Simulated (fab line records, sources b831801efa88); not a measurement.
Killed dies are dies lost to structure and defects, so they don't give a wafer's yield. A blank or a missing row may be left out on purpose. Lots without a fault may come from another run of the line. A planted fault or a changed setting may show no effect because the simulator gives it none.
fab line records | flow sky130
record lots=11 wafers=32 last_day=50
route steps=708 shown RES_XHIGH@340 LI_CONTACT@376 PAD_OPEN@708
lots that met no fault: from a run of the same line without faults
start_h: hours from the record's first day to the start of the lot's first wafer shown | wait_h: hours since the lot's step before | " the same as in the row above | L1.1+2: a row that stands for several wafers | - no value, or no start given | * or withheld: withheld | < > ~ a bound
route shown NAME@n: a module of which the file shows steps, and the number in the route of the first | usual: mean/standard deviation of fault-free wafers | same: alike in all rows | chamber/n: place in a boat | sites: the reading at each site | _std_site: their standard deviation | _edge_site: outer sites' mean less inner sites' | radius_mm: how far each site lies from the wafer's centre | mask NAME#n: copy n | behind: the tool/chamber that last shaped the wafer | hold: why the lot was held/for how many hours/how that ended | device: the transistor (n, p or np) that didn't switch | end of line: the same wafers' tests at the end of the route | a step without rows: its recipe alone | killed: dies lost to structure and defects at the first sort, not the wafer's yield | map: a wafer's dies, x killed, . not, _ none there
set.NAME: the setting as run; set.NAME@STEP: as run at that earlier step | model.NAME: the simulator's own value behind a step, which no gauge read
steps of the route over a sample of lots; a table a step, a row a wafer
services: from which hour (start_h, from the record's first day; less than 0 if before it) a tool's chamber was out of use, for how many hours, and why
## steps
# step SKY_RES_XHIGH_STRIP_08
# recipe chemistry=O2/N2 power_w=1400 pressure_mtorr=1500 platen_temp_c=withheld o2_flow_sccm=3000 n2_flow_sccm=300 overash_fraction=0.5
# usual chamber_pressure_mTorr=1500.1/1.3 drypump_motor_current_A=5.4/0.51 n2_flow_sccm=300.0/0.96 oes_product_au=0.711/0.0049 strip_time_to_endpoint_s=14.27/0.044
# same overash_fraction=0.5
# columns lot.wafer tool chamber start_h wait_h chamber_pressure_mTorr drypump_motor_current_A n2_flow_sccm oes_product_au rf_hours_counter_h strip_time_to_endpoint_s
L466.2 plasma_asher-02 1 609.26 0.1 1500.4 4.8 299.8 0.706 79 14.20
L466.4 " 0 " " 1502.5 6.0 299.3 0.710 - 14.17
L466.5 " 0 " " 1497.9 6.0 301.3 0.714 - 14.23
L467.1 plasma_asher-02 1 619.04 0.1 1497.5 4.8 297.3 0.724 81 14.23
L467.4 " 1 " " 1500.6 4.8 297.5 0.713 - 14.20
L467.5 " 0 " " 1501.1 6.0 298.8 0.711 - 14.20
L468.3 plasma_asher-04 0 637.62 0.1 1498.9 5.6 299.9 0.714 - 14.29
L468.4 " 1 " " 1500.3 5.0 300.5 0.718 - 14.22
L468.6 " 0 " " 1498.9 5.6 298.6 0.706 - 14.27
L471.1 plasma_asher-02 0 662.99 0.1 1499.8 6.0 300.8 0.705 86 14.28
L471.4 " 1 " " 1499.0 4.8 300.1 0.709 - 14.26
L471.5 " 0 " " 1500.6 6.0 301.4 0.713 - 14.25
L472.2 plasma_asher-04 0 673.96 0.1 1500.9 5.6 301.1 0.709 94 14.27
L472.3 " 0 " " 1500.2 5.6 300.7 0.711 - 14.26
L472.4 " 1 " " 1500.2 5.0 300.6 0.704 - 14.25
L474.1 plasma_asher-04 0 686.36 0.1 1500.7 5.6 300.1 0.707 96 14.24
L474.3 " 0 " " 1499.3 5.6 300.2 0.716 - 14.24
L478.2 plasma_asher-04 0 722.11 0.1 1497.9 5.6 300.7 0.715 99 14.24
L478.4 " 0 " " 1501.3 5.6 300.6 0.708 - 14.27
L478.5 " 0 " " 1500.3 5.6 300.9 0.704 - 14.25
L483.1 plasma_asher-04 1 757.41 0.1 1500.0 5.0 299.0 0.702 1 14.34
L483.5 " 1 " " 1498.4 5.0 298.8 0.712 - 14.36
L483.6 " 0 " " 1502.0 5.6 298.5 0.716 - 14.29
L485.2 plasma_asher-02 1 772.66 0.1 1500.7 4.8 299.2 0.716 96 14.26
L485.3 " 0 " " 1501.1 6.1 300.0 0.702 - 14.25
L485.5 " 1 " " 1498.9 4.8 299.1 0.708 - 14.30
L487.1 plasma_asher-04 1 794.96 0.1 1500.3 5.0 299.2 0.719 5 14.28
L487.4 " 0 " " 1503.2 5.6 299.8 0.708 - 14.31
L487.5 " 0 " " 1500.0 5.6 300.5 0.705 - 14.31
L489.1 plasma_asher-03 1 802.61 0.1 1499.8 5.4 299.4 0.710 66 14.26
L489.3 " 0 " " 1501.4 6.1 300.8 0.712 - 14.28
L489.5 " 1 " " 1499.5 5.4 299.1 0.710 - 14.26
# step SKY_SD_N_RS_MEAS_18
# recipe thk_meas_gauge=four-point-probe
# usual RES_XHIGH_RS=333.6/1.1
# columns lot.wafer tool chamber start_h wait_h RES_XHIGH_RS[ohm/sq]
L466.2 film_metro-04 - 640.21 0.1 333.8
L466.4 " - " " 332.4
L466.5 " - " " 332.6
L467.1 film_metro-03 - 649.06 0.1 336.6
L467.4 " - " " 335.3
L467.5 " - " " 334.3
L468.3 film_metro-03 - 667.50 0.1 333.9
L468.4 " - " " 334.9
L468.6 " - " " 335.7
L471.1 film_metro-03 - 692.03 0.1 333.9
L471.4 " - " " 333.5
L471.5 " - " " 333.2
L472.2 film_metro-04 - 703.23 0.1 334.5
L472.3 " - " " 334.6
L472.4 " - " " 333.5
L474.1 film_metro-02 - 715.36 0.1 333.6
L474.3 " - " " 331.9
L478.2 film_metro-02 - 751.03 0.1 332.1
L478.4 " - " " 331.4
L478.5 " - " " 332.3
L483.1 film_metro-02 - 784.77 0.1 332.6
L483.5 " - " " 333.6
L483.6 " - " " 333.0
L485.2 film_metro-04 - 799.39 0.1 335.1
L485.3 " - " " 332.9
L485.5 " - " " 334.2
L487.1 film_metro-03 - 822.49 0.1 335.1
L487.4 " - " " 333.9
L487.5 " - " " 334.5
L489.1 film_metro-04 - 830.18 0.1 332.2
L489.3 " - " " 332.8
L489.5 " - " " 333.2
# step SKY_LI_CONTACT_ETCH_14
# recipe chemistry=N2/H2 target=BARC ion_energy_ev=200 source_w=500 bias_w=100 pressure_mtorr=30 n2_flow_sccm=100 h2_flow_sccm=200 stop_on=SiO2 time_s=45.9 target_depth_a=600
# usual chamber_pressure_mTorr=29.999/0.024 drypump_motor_current_A=5.7/0.47 n2_flow_sccm=99.99/0.3 oes_product_au=0.856/0.0052 run_length_s=74.1/0.44 throttle_valve_pct=13.226/0.0087
# columns lot.wafer tool chamber start_h wait_h chamber_pressure_mTorr drypump_motor_current_A n2_flow_sccm oes_product_au rf_hours_counter_h run_length_s throttle_valve_pct
L466.2 rie_diel-01 1 670.54 0.0 30.002 5.3 99.89 0.856 20 74.2 13.227
L466.4 " 0 " " 30.036 6.5 99.91 0.855 5 73.6 13.225
L466.5 " 2 " " 30.028 5.7 100.18 0.858 - 74.3 13.226
L467.1 rie_diel-03 0 678.31 0.0 29.981 5.1 99.50 0.862 2 73.6 13.216
L467.4 " 3 " " 29.981 5.9 100.21 0.859 14 74.7 13.225
L467.5 " 0 " " 30.013 5.1 99.65 0.857 - 73.6 13.222
L468.3 rie_diel-04 2 696.66 0.0 30.003 5.2 99.77 0.858 29 73.8 13.227
L468.4 " 0 " " 29.959 5.9 100.04 0.852 - 74.4 13.248
L468.6 " 3 " " 30.019 6.0 100.35 0.858 - 74.8 13.238
L471.1 rie_diel-04 0 720.61 0.0 29.987 5.9 99.88 0.854 5 74.6 13.223
L471.4 " 3 " " 29.987 6.0 100.25 0.855 2 74.2 13.228
L471.5 " 0 " " 30.026 5.9 100.09 0.858 - 74.6 13.209
L472.2 rie_diel-03 1 731.64 0.0 29.984 4.8 100.24 0.854 46 73.8 13.240
L472.3 " 2 " " 30.017 5.9 100.33 0.859 20 74.9 13.214
L472.4 " 3 " " 29.979 5.8 99.70 0.855 16 74.8 13.218
L474.1 rie_diel-04 1 743.36 0.0 30.000 5.9 99.91 0.850 1 73.9 13.221
L474.3 " 0 " " 29.980 5.9 99.69 1.003 6 40.1 13.242
L478.2 rie_diel-04 0 777.51 0.0 30.023 5.9 100.48 0.861 6 74.9 13.233
L478.4 " 0 " " 29.983 5.9 99.99 0.995 - 40.4 13.228
L478.5 " 3 " " 30.034 6.1 99.92 0.858 - 74.2 13.209
L483.1 rie_diel-03 0 811.66 0.0 30.030 5.1 100.02 0.858 5 74.2 13.222
L483.5 " 1 " " 29.974 4.7 100.15 0.851 - 73.8 13.222
L483.6 " 0 " " 29.954 5.1 100.19 0.848 - 73.9 13.206
L485.2 rie_diel-03 3 826.60 0.0 30.033 5.8 99.78 0.860 19 75.0 13.223
L485.3 " 2 " " 30.013 5.9 100.04 0.861 23 74.2 13.216
L485.5 " 3 " " 29.981 5.9 100.33 0.854 - 74.5 13.219
L487.1 rie_diel-04 2 849.06 0.0 30.008 5.2 99.84 0.854 0 73.5 13.233
L487.4 " 1 " " 30.031 5.9 100.07 0.855 3 73.4 13.228
L487.5 " 1 " " 30.017 5.9 100.17 0.855 - 73.6 13.227
L489.1 rie_diel-01 2 857.16 0.0 30.031 5.8 100.76 0.849 5 74.3 13.224
L489.3 " 3 " " 29.992 5.8 99.82 0.853 3 73.3 13.223
L489.5 " 3 " " 29.999 5.8 99.84 0.857 - 73.7 13.233
# step SKY_LI_CONTACT_STRIP_16
# recipe chemistry=O2/N2 power_w=1400 pressure_mtorr=1500 platen_temp_c=withheld o2_flow_sccm=3000 n2_flow_sccm=300 overash_fraction=0.5
# usual chamber_pressure_mTorr=1500.0/1.3 drypump_motor_current_A=5.6/0.51 n2_flow_sccm=300.0/0.97 oes_product_au=0.376/0.0046 strip_time_to_endpoint_s=3.496/0.03
# same overash_fraction=0.5
# columns lot.wafer tool chamber start_h wait_h chamber_pressure_mTorr drypump_motor_current_A n2_flow_sccm oes_product_au rf_hours_counter_h strip_time_to_endpoint_s
L466.2 plasma_asher-02 0 670.67 - 1501.3 6.0 300.3 0.369 86 3.467
L466.4 " 1 " " 1502.0 4.8 300.0 0.381 - 3.499
L466.5 " 0 " " 1500.0 6.0 299.9 0.369 - 3.508
L467.1 plasma_asher-02 0 678.44 - 1499.6 6.0 300.9 0.379 87 3.479
L467.4 " 0 " " 1500.5 6.0 299.0 0.370 - 3.502
L467.5 " 0 " " 1499.1 6.0 300.6 0.375 - 3.480
L468.3 plasma_asher-02 1 696.82 - 1496.9 4.8 299.3 0.376 - 3.520
L468.4 " 0 " " 1500.8 6.0 300.6 0.373 - 3.503
L468.6 " 0 " " 1499.0 6.1 300.0 0.387 - 3.468
L471.1 plasma_asher-01 0 720.74 - 1498.4 5.2 301.0 0.370 30 3.501
L471.4 " 0 " " 1499.6 5.2 301.0 0.382 - 3.479
L471.5 " 1 " " 1499.7 6.1 299.1 0.375 - 3.501
L472.2 plasma_asher-03 0 731.77 - 1501.2 6.1 301.1 0.375 59 3.506
L472.3 " 0 " " 1499.2 6.1 301.2 0.369 - 3.457
L472.4 " 1 " " 1499.9 5.4 298.2 0.375 - 3.493
L474.1 plasma_asher-02 0 743.49 - 1499.9 6.0 302.3 0.376 94 3.504
L474.3 " 0 " " 1497.2 6.0 301.5 0.385 - 3.839
L478.2 plasma_asher-01 0 777.64 - 1500.6 5.2 298.0 0.369 36 3.474
L478.4 " 1 " " 1498.3 6.0 300.6 0.386 - 3.841
L478.5 " 1 " " 1501.4 6.1 302.1 0.378 - 3.461
L483.1 plasma_asher-03 0 811.79 - 1499.6 6.1 298.1 0.380 67 3.482
L483.5 " 0 " " 1500.2 6.1 300.2 0.375 - 3.521
L483.6 " 1 " " 1498.5 5.4 300.6 0.374 - 3.495
L485.2 plasma_asher-01 1 826.72 - 1498.4 6.0 300.0 0.368 40 3.494
L485.3 " 1 " " 1499.6 6.0 298.4 0.372 - 3.484
L485.5 " 0 " " 1500.6 5.2 300.3 0.370 - 3.467
L487.1 plasma_asher-03 1 849.19 - 1501.0 5.3 299.2 0.380 69 3.571
L487.4 " 1 " " 1500.2 5.4 300.8 0.369 - 3.545
L487.5 " 1 " " 1499.3 5.3 300.8 0.374 - 3.538
L489.1 plasma_asher-02 0 857.29 - 1498.3 6.0 300.2 0.383 106 3.491
L489.3 " 1 " " 1497.9 4.8 300.8 0.381 - 3.536
L489.5 " 1 " " 1498.4 4.8 301.9 0.379 - 3.512
# step SKY_LI_CONTACT_SPUTTER_20
# recipe material=TiN target_thk_nm=20 chamber_pressure_pa=5 power_w=4000 time_s=80
# usual throttle_valve_pct=29.4/1.1
# columns lot.wafer tool chamber start_h wait_h throttle_valve_pct
L466.2 pvd_sputter-01 - 671.05 0.0 28.9
L466.4 " - " " 29.9
L466.5 " - " " 28.9
L467.1 pvd_sputter-01 - 678.82 0.0 29.1
L467.4 " - " " 30.0
L467.5 " - " " 27.4
L468.3 pvd_sputter-01 - 697.17 0.0 29.3
L468.4 " - " " 29.7
L468.6 " - " " 29.0
L471.1 pvd_sputter-01 - 721.11 0.0 27.4
L471.4 " - " " 31.6
L471.5 " - " " 31.1
L472.2 pvd_sputter-01 - 732.14 0.0 27.5
L472.3 " - " " 28.9
L472.4 " - " " 30.0
L474.1 pvd_sputter-04 - 743.86 0.0 28.6
L474.3 " - " " 30.9
L478.2 pvd_sputter-04 - 778.01 0.0 28.6
L478.4 " - " " 29.5
L478.5 " - " " 28.9
L483.1 pvd_sputter-04 - 812.16 0.0 29.5
L483.5 " - " " 29.4
L483.6 " - " " 29.7
L485.2 pvd_sputter-04 - 827.09 0.0 30.6
L485.3 " - " " 29.5
L485.5 " - " " 29.5
L487.1 pvd_sputter-04 - 849.58 0.0 30.5
L487.4 " - " " 29.4
L487.5 " - " " 30.8
L489.1 pvd_sputter-01 - 857.66 0.0 29.1
L489.3 " - " " 27.5
L489.5 " - " " 27.3
# step SKY_PAD_OPEN_PROBE_99
# usual killed_at_M0_to_M3=42/7.7 killed_at_M4_up=3.1/1.9 killed_at_contacts=24/4.9 killed_at_front_end=15/4.6 killed_at_other=0.3/0.51 killed_dies=85/9.9 killed_on_rim=17/4.1 killed_open=47/7.1 killed_short=38/6.7
# same gross_dies=492 killed_at_back_side=0
# columns lot.wafer tool chamber start_h wait_h killed_at_M0_to_M3 killed_at_M4_up killed_at_contacts killed_at_front_end killed_at_other killed_dies killed_on_rim killed_open killed_short
L468.3 prober-01 - 1090.96 0.2 33 3 19 13 0 68 8 37 31
L468.4 prober-01 - 1091.01 0.2 56 1 17 13 0 87 20 40 47
L468.6 prober-01 - 1091.11 0.2 56 0 26 10 0 92 20 60 32
L474.3 prober-01 - 1126.48 0.2 49 0 28 13 2 92 20 49 43
L478.2 prober-01 - 1149.39 0.1 45 3 24 15 0 87 7 54 32
L478.4 prober-01 - 1149.49 0.2 39 2 17 19 0 77 17 46 29
L478.5 prober-01 - 1149.54 0.2 42 2 18 19 0 81 14 49 32
L489.1 prober-02 - 1199.15 0.1 39 3 25 14 0 81 19 48 33
L489.3 prober-02 - 1199.25 0.2 57 2 20 18 1 98 16 55 43
L489.5 prober-02 - 1199.35 0.2 32 3 26 19 0 80 18 44 36
# killed by level:class
L468.3 CONTACT:geometric_particle:open=10 VIA1:geometric_particle:open=9 METAL1:geometric_particle:short=5 VIA2:geometric_particle:open=5 METAL2:geometric_particle:short=4 LI_CONTACT:geometric_particle:open=4 FIELD_ISO:geometric_particle:short=3 VIA1:geometric_particle:short=3
L468.4 VIA1:geometric_particle:open=11 METAL2:geometric_particle:short=10 VIA3:geometric_particle:short=8 METAL1:geometric_particle:short=8 CONTACT:geometric_particle:open=6 LI_CONTACT:geometric_particle:open=5 VIA2:geometric_particle:open=5 FIELD_ISO:geometric_particle:short=4
L468.6 VIA1:geometric_particle:open=15 CONTACT:geometric_particle:open=12 VIA2:geometric_particle:open=8 VIA1:geometric_particle:short=7 VIA3:geometric_particle:open=7 LI_CONTACT:geometric_particle:open=6 METAL1:geometric_particle:short=6 CONTACT:geometric_particle:short=4
L474.3 LI_CONTACT:geometric_particle:open=11 VIA1:geometric_particle:open=10 VIA1:geometric_particle:short=10 CONTACT:geometric_particle:open=8 METAL1:geometric_particle:short=5 METAL2:geometric_particle:short=5 FIELD_ISO:geometric_particle:short=4 POLY_GATE:geometric_particle:open=4
L478.2 VIA1:geometric_particle:open=18 LI_CONTACT:geometric_particle:open=8 CONTACT:geometric_particle:open=8 METAL2:geometric_particle:short=7 VIA1:geometric_particle:short=6 FIELD_ISO:geometric_particle:open=5 FIELD_ISO:geometric_particle:short=4 VIA3:geometric_particle:open=4
L478.4 VIA1:geometric_particle:open=13 CONTACT:geometric_particle:open=9 FIELD_ISO:geometric_particle:short=5 FIELD_ISO:geometric_particle:open=5 VIA3:geometric_particle:open=5 POLY_GATE:geometric_particle:short=4 LI_CONTACT:geometric_particle:open=4 METAL2:geometric_particle:short=4
L478.5 VIA1:geometric_particle:open=13 FIELD_ISO:geometric_particle:short=7 LI_CONTACT:geometric_particle:open=7 FIELD_ISO:geometric_particle:open=6 CONTACT:geometric_particle:open=6 VIA2:geometric_particle:open=6 METAL1:geometric_particle:short=4 VIA2:geometric_particle:short=4
L489.1 CONTACT:geometric_particle:open=11 VIA2:geometric_particle:open=8 LI_CONTACT:geometric_particle:open=6 VIA1:geometric_particle:open=6 VIA3:geometric_particle:open=6 METAL1:geometric_particle:short=5 POLY_GATE:geometric_particle:open=4 FIELD_ISO:geometric_particle:open=3
L489.3 VIA1:geometric_particle:open=17 FIELD_ISO:geometric_particle:short=7 VIA2:geometric_particle:open=7 CONTACT:geometric_particle:open=6 VIA1:geometric_particle:short=6 METAL2:geometric_particle:short=6 VIA3:geometric_particle:open=6 LI_CONTACT:geometric_particle:open=5
L489.5 VIA1:geometric_particle:open=11 CONTACT:geometric_particle:open=10 LOCAL_INTERCONNECT:geometric_particle:short=5 VIA2:geometric_particle:open=4 FIELD_ISO:geometric_particle:open=4 LI_CONTACT:geometric_particle:open=4 CONTACT:geometric_particle:short=4 METAL2:geometric_particle:short=4
## services
# columns tool chamber start_h hours kind
rie_diel-01 - 592.56 0.7 repair
plasma_asher-03 - 602.21 28.1 pm
pvd_sputter-01 - 605.60 0.7 repair
plasma_asher-04 - 642.87 14.6 pm
rie_diel-03 3 659.79 13.7 repair
rie_diel-04 - 687.82 0.4 repair
rie_diel-03 2 702.94 15.2 repair
rie_diel-01 2 707.07 6.9 repair
rie_diel-04 1 724.53 7.1 repair
plasma_asher-04 - 733.75 9.0 pm
rie_diel-04 - 741.37 1.6 repair
rie_diel-04 1 743.63 12.5 repair
rie_diel-01 1 745.26 1.8 repair
rie_diel-03 - 762.35 2.8 pm
rie_diel-04 2 772.95 5.6 repair
rie_diel-03 0 774.18 4.5 repair
plasma_asher-01 - 782.57 7.4 repair
rie_diel-03 - 787.55 0.2 repair
plasma_asher-03 - 819.67 14.9 repair
rie_diel-03 0 822.64 36.7 repair
plasma_asher-04 - 834.06 1.3 repair
plasma_asher-01 - 846.64 14.6 pm
rie_diel-04 2 849.82 5.8 repair
rie_diel-04 1 854.01 4.6 repair
## key
first_sign step=SKY_LI_CONTACT_ETCH_14 reading=run_length_s direction=down sigmas=77 usual=* struck=*
effect step=SKY_LI_CONTACT_ETCH_14 reading=oes_product_au direction=up sigmas=28 usual=0.856 struck=0.999
effect step=SKY_LI_CONTACT_STRIP_16 reading=strip_time_to_endpoint_s direction=up sigmas=12 usual=* struck=*
met_at SKY_LI_CONTACT_ETCH_14
struck_lots L474,L478
struck_wafers L474.3,L478.4
tester_left_out L474,L478
not_acting_at SKY_RES_XHIGH_STRIP_08,SKY_SD_N_RS_MEAS_18,SKY_LI_CONTACT_SPUTTER_20
onset_between 720.61 743.36
fault kind=process_parameter_drift tool=rie_diel-04 chamber=- onset_h=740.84 steps=SKY_LI_CONTACT_ETCH_14 channel=time_s offset=* shape=step end_h=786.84 scope=struck_wafers_only acts_in=* stated=*
# tester_left_out: of these lots the tester's yield and bins aren't shown, on N5 and GAA mostly nor the transistor test; their killed dies are dies lost to structure and defects alone, not to doping, threshold or leakage, so they don't give the yield
